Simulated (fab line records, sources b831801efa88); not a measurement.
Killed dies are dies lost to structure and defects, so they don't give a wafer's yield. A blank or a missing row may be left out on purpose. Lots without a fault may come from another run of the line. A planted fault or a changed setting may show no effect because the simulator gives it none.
A struck lot beside a sound one | flow sfq_line | 32 steps out of a route of 325
Sound: wafers L438.1, L438.5, L438.6. Struck: wafers L449.1, L449.3. (L449.6 of the same lot was not struck and is left out.) The cause comes at the end.
At each step with rows: each side's tool, then ch and its chambers, then its first start. Under that, the readings that differ: sound wafers | struck wafers | difference of the means | sigmas: that difference in standard deviations of wafers without a fault.
alike: readings whose means differ by less than 2 such deviations, and words and numbers that are the same on both sides. not compared: withheld readings, readings that some wafer has no value for, bounds like >300 that may hide the same value, and numbers for which the record gives no deviation and whose values overlap.
The two part at a step that has a row with sigmas, a row that says differs or no value, or rows on one side only. Numbers that don't overlap but have no deviation are shown without sigmas and don't part them. A reading that every wafer of one side lacks parts them only if that side has two wafers or more.

SFQ_INCOMING_BOW_MEAS_900:
  sound on film_metro-04, day 3 07:00; struck on film_metro-03, day 5 14:00
  alike: INCOMING_BOW
then, 1 step without rows for these wafers: SFQ_TRILAYER_INCOMING_OXIDATION_002 (target thk 500 nm, ox time 4939 s).
SFQ_TRILAYER_L0_DEP_SPUTTER_003: material MoNx KI, target thk 40 nm, time 100 s.
  sound on pvd_sputter-03, day 3 09:29; struck on pvd_sputter-03, day 5 16:29
  reading                                                  | sound             | struck      | difference | sigmas
  model.MoNx_KI_of_TRILAYER_L0_DEP_SPUTTER_003.thk_nm (nm) | 40.18 39.74 40.52 | 71.94 71.87 | +31.76     |
  alike: throttle_valve_pct
SFQ_L0_RS_MEAS_901: measures by four-point-probe.
  sound on film_metro-01, day 3 09:34; struck on film_metro-04, day 5 16:34
  reading                | sound          | struck    | difference | sigmas
  L0_MONX_KI_RS (ohm/sq) | 43.4 43.7 42.9 | 24.2 24.2 | -19.1      | -44
SFQ_L0_THK_MEAS_902: measures by xrf.
  sound on film_metro-01, day 3 09:41; struck on film_metro-04, day 5 16:41
  reading             | sound          | struck    | difference | sigmas
  L0_MONX_KI_THK (nm) | 40.1 39.7 40.5 | 71.4 70.9 | +31.1      | +71
then, 7 steps without rows for these wafers: SFQ_TRILAYER_L0_LITHO_COAT_010 (resist thk 62 nm); SFQ_TRILAYER_L0_LITHO_COAT_005 (resist thk 600 nm); SFQ_TRILAYER_L0_LITHO_SOFTBAKE_009; SFQ_TRILAYER_L0_LITHO_EXPOSE_006 (exposes mask L0, target cd 2000 nm); SFQ_TRILAYER_L0_LITHO_PEB_008 (peb time 60 s); SFQ_TRILAYER_L0_LITHO_DEVELOP_007 (time 60 s); SFQ_TRILAYER_L0_BARC_OPEN_METAL_ETCH_010 (etches BARC in O2, target depth 125 nm, time 41.7 s).
-- the record jumps here: 3 days lie between the struck wafers' starts before and after --
SFQ_TRILAYER_L0_ETCH_METAL_ETCH_008: etches MoNx KI in SF6/O2, stops on SiO2, target depth 50 nm, time 25 s.
  sound on rie_metal-03 ch 0,1, day 5 21:02; struck on rie_metal-01 ch 1, day 8 18:11
  reading               | sound             | struck      | difference | sigmas
  oes_product_au (a.u.) | 0.882 0.880 0.886 | 0.993 0.999 | +0.113     | +19
  alike: drypump_motor_current_A, rf_fwd_power_W
  not compared: rf_hours_counter_h
SFQ_TRILAYER_L0_STRIP_STRIP_009: strips in O2.
  sound on rie_metal-03 ch 0,1, day 5 21:05; struck on rie_metal-01 ch 1, day 8 18:14
  alike: drypump_motor_current_A, oes_product_au
  not compared: rf_hours_counter_h
then, 1 step without rows for these wafers: SFQ_TRILAYER_L0_STRIP_SOLV_CLEAN_010 (cleans in NMP, time 600 s).
SFQ_TRILAYER_L0_CAP_PECVD_011: deposits SiO2 from SiH4/N2O, time 13.333 s, target thk 60 nm.
  sound on pecvd-03 ch 1,2, day 5 22:02; struck on pecvd-03 ch 0,2, day 8 19:00
  alike: heater_power_w, rf_fwd_power_W, throttle_valve_pct
then, 6 steps without rows for these wafers: SFQ_TRILAYER_L0_VIA_LITHO_COAT_018 (resist thk 62 nm); SFQ_TRILAYER_L0_VIA_LITHO_COAT_013 (resist thk 650 nm); SFQ_TRILAYER_L0_VIA_LITHO_SOFTBAKE_017; SFQ_TRILAYER_L0_VIA_LITHO_EXPOSE_014 (exposes mask L0V, target cd 700 nm); SFQ_TRILAYER_L0_VIA_LITHO_PEB_016 (peb time 60 s); SFQ_TRILAYER_L0_VIA_LITHO_DEVELOP_015 (time 60 s).
-- the record jumps here: 4 days lie between the struck wafers' starts before and after --
SFQ_L0V_OVL_MEAS_903:
  sound on overlay-02, day 9 00:07; struck on overlay-01, day 12 17:54
  alike: L0V_OVL
SFQ_TRILAYER_L0_VIA_BARC_OPEN_VIA_ETCH_021: etches BARC in O2, target depth 125 nm, time 41.7 s.
  sound on rie_diel-02 ch 0,2,3, day 9 00:10; struck on rie_diel-03 ch 0,3, day 12 17:56
  alike: drypump_motor_current_A, oes_product_au, rf_fwd_power_W
  not compared: rf_hours_counter_h
then, 1 step without rows for these wafers: SFQ_TRILAYER_L0_VIA_ETCH_VIA_ETCH_016 (etches SiO2 in CHF3, stops on MoNx KI, target depth 80 nm).
SFQ_TRILAYER_L0_VIA_STRIP_STRIP_017: strips in O2.
  sound on rie_metal-04 ch 0,1, day 9 00:14; struck on rie_metal-01 ch 1, day 12 18:01
  alike: drypump_motor_current_A, oes_product_au
  not compared: rf_hours_counter_h
then, 2 steps without rows for these wafers: SFQ_TRILAYER_L0_VIA_STRIP_SOLV_CLEAN_018 (cleans in NMP, time 600 s); SFQ_TRILAYER_M0_DEP_PRE_CLEAN_020 (time 15 s).
SFQ_TRILAYER_M0_DEP_SPUTTER_019: material Nb, target thk 200 nm, time 133.3 s.
  sound on pvd_sputter-06, day 9 01:02; struck on pvd_sputter-04, day 12 18:50
  alike: throttle_valve_pct
SFQ_M0_RS_MEAS_904: measures by four-point-probe.
  sound on film_metro-01, day 9 01:08; struck on film_metro-03, day 12 18:56
  alike: M0_NB_RS
then, 1 step without rows for these wafers: SFQ_TRILAYER_M0_LITHO_COAT_026 (resist thk 62 nm).
-- the record jumps here: 80 days lie between the struck wafers' starts before and after --
SFQ_M8_BOW_MEAS_951:
  sound on film_metro-03, day 90 04:11; struck on film_metro-02, day 93 03:47
  reading                       | sound             | struck     | difference | sigmas
  model.etest.l0.ohm_sq         | 43.33 43.81 42.97 | 24.2 24.22 | -19.2      |
  model.etest.l0.comb_log10_ohm | 12 12 12          | 0 0        | -12        |
  alike: M8_BOW

WHERE THEY PART
First at SFQ_L0_RS_MEAS_901; last, within this record, at SFQ_TRILAYER_L0_ETCH_METAL_ETCH_008. Later steps at which nothing parts them and some readings are alike: SFQ_TRILAYER_L0_STRIP_STRIP_009, SFQ_TRILAYER_L0_CAP_PECVD_011, SFQ_L0V_OVL_MEAS_903, SFQ_TRILAYER_L0_VIA_BARC_OPEN_VIA_ETCH_021, SFQ_TRILAYER_L0_VIA_STRIP_STRIP_017, SFQ_TRILAYER_M0_DEP_SPUTTER_019, SFQ_M0_RS_MEAS_904, SFQ_M8_BOW_MEAS_951.

WHY: what the simulator had put in
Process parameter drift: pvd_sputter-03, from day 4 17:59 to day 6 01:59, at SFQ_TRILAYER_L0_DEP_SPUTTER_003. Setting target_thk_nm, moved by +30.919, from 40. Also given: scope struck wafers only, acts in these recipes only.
